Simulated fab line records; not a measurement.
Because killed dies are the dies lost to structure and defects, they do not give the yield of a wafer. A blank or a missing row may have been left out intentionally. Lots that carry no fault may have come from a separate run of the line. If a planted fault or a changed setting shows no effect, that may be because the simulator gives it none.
Comparing a struck lot with a sound one    flow gf180mcu    15 out of 602 route steps
Sound: wafers L340.1, L340.3, L340.6. The struck wafers were L358.3, L358.5, L358.6. Last of all comes the cause.
Per side, at each step with rows, come the tool, then ch with its chambers, and then its first start. Under that, the readings that differ: sound wafers    struck wafers    difference of the means    sigmas: that difference in standard deviations of wafers without a fault.
alike: readings whose means differ by less than 2 such deviations, and words and numbers that are the same on both sides. not compared: withheld readings, readings that some wafer has no value for, bounds like >300 that may hide the same value, and numbers for which the record gives no deviation and whose values overlap.
A row with sigmas, a row that says differs or no value, or rows on one side alone: a step with any of these is where the two part. When numbers do not overlap yet have no deviation, they are printed without sigmas and do not part them. A reading missing from all wafers of one side parts the sides only when that side holds two or more wafers.

GF_HV_LDD_CD_MEAS_46: target cd 400 nm.
  struck on cd_sem-01, day 18 13:30; sound on cd_sem-02, day 12 16:25
  alike: cd_nm
GF_HV_LDD_OVL_MEAS_47:
  struck on overlay-02, day 18 13:35; sound on overlay-01, day 12 16:32
  alike: HV_LDD_03_OVL
then, 1 step without rows for these wafers: GF_HV_LDD_IMPLANT_48.
GF_HV_LDD_STRIP_49: strips in O2/N2.
  sound on plasma_asher-04 ch 0,1, day 12 16:43; struck on plasma_asher-03 ch 0,1, day 18 13:48
  alike: drypump_motor_current_A, heater_power_w, oes_product_au, strip_time_to_endpoint_s
  not compared: rf_hours_counter_h
GF_HV_LDD_TW_MEAS_50:
  struck on film_metro-01, day 18 13:53; sound on film_metro-02, day 12 16:49
reading      sound        struck       difference  sigmas
HV_LDD_4_TW  564 564 564  581 581 583  +18         +2
then, 1 step without rows for these wafers: GF_HV_LDD_CLEAN_51 (cleans in SC1/SC2, time 150 s).
GF_HV_LDD_RTA_52: time 10 s.
  sound on rtp_anneal-02 ch 0, day 12 16:56; struck on rtp_anneal-01 ch 0, day 18 14:00
reading           sound                 struck                difference  sigmas
wafer_temp_C_max  1006.6 1007.1 1007.2  1003.6 1003.2 1003.4  -3.6        -3
  alike: lamp_power_pct
GF_HV_LDD_RS_MEAS_53: a four-point-probe measurement.
  struck on film_metro-02, day 18 14:05; sound on film_metro-01, day 12 17:00
  alike: HV_LDD_RS
then, 1 step without rows for these wafers: GF_HV_LDD_CVD_54 (deposits SiO2 from TEOS, target thk 10 nm, time 75 s).
GF_HV_LDD_THK_MEAS_55:
  struck on film_metro-01, day 18 15:13; sound on film_metro-02, day 12 18:08
  alike: HV_LDD_CVD_54_THK
then, 1 step without rows for these wafers: GF_HV_LDD_CVD_56 (deposits Si3N4 from DCS/NH3, target thk 90 nm, time 1543 s).
GF_HV_LDD_THK_MEAS_57:
  struck on film_metro-01, day 18 16:42; sound on film_metro-01, day 12 19:38
  alike: HV_LDD_CVD_56_THK
GF_HV_LDD_ETCHBACK_58: etches Si3N4 in CH3F/O2, stops on SiO2, time 100 s, target depth 90 nm.
  sound on rie_diel-02 ch 0,1,2, day 12 19:41; struck on rie_diel-02 ch 0,1,2, day 18 16:44
reading                 sound                 struck                difference  sigmas
rf_fwd_power_W (W)      399.8 397.3 396.8     332.1 333.3 333.9     -64.9       -43
throttle_valve_pct (%)  10.570 10.564 10.561  10.538 10.541 10.554  -0.021      -2
  alike: O2_flow_sccm, drypump_motor_current_A, oes_product_au
  not compared: rf_hours_counter_h
then, 2 steps without rows for these wafers: GF_NSD_DEHYDRATE_00 (time 60 s); GF_PASSIVATION_PROBE_99.

== WHERE THEY PART ==
Last at GF_HV_LDD_ETCHBACK_58 as far as this record goes, first at GF_HV_LDD_TW_MEAS_50.

WHY: what had been put in by the simulator
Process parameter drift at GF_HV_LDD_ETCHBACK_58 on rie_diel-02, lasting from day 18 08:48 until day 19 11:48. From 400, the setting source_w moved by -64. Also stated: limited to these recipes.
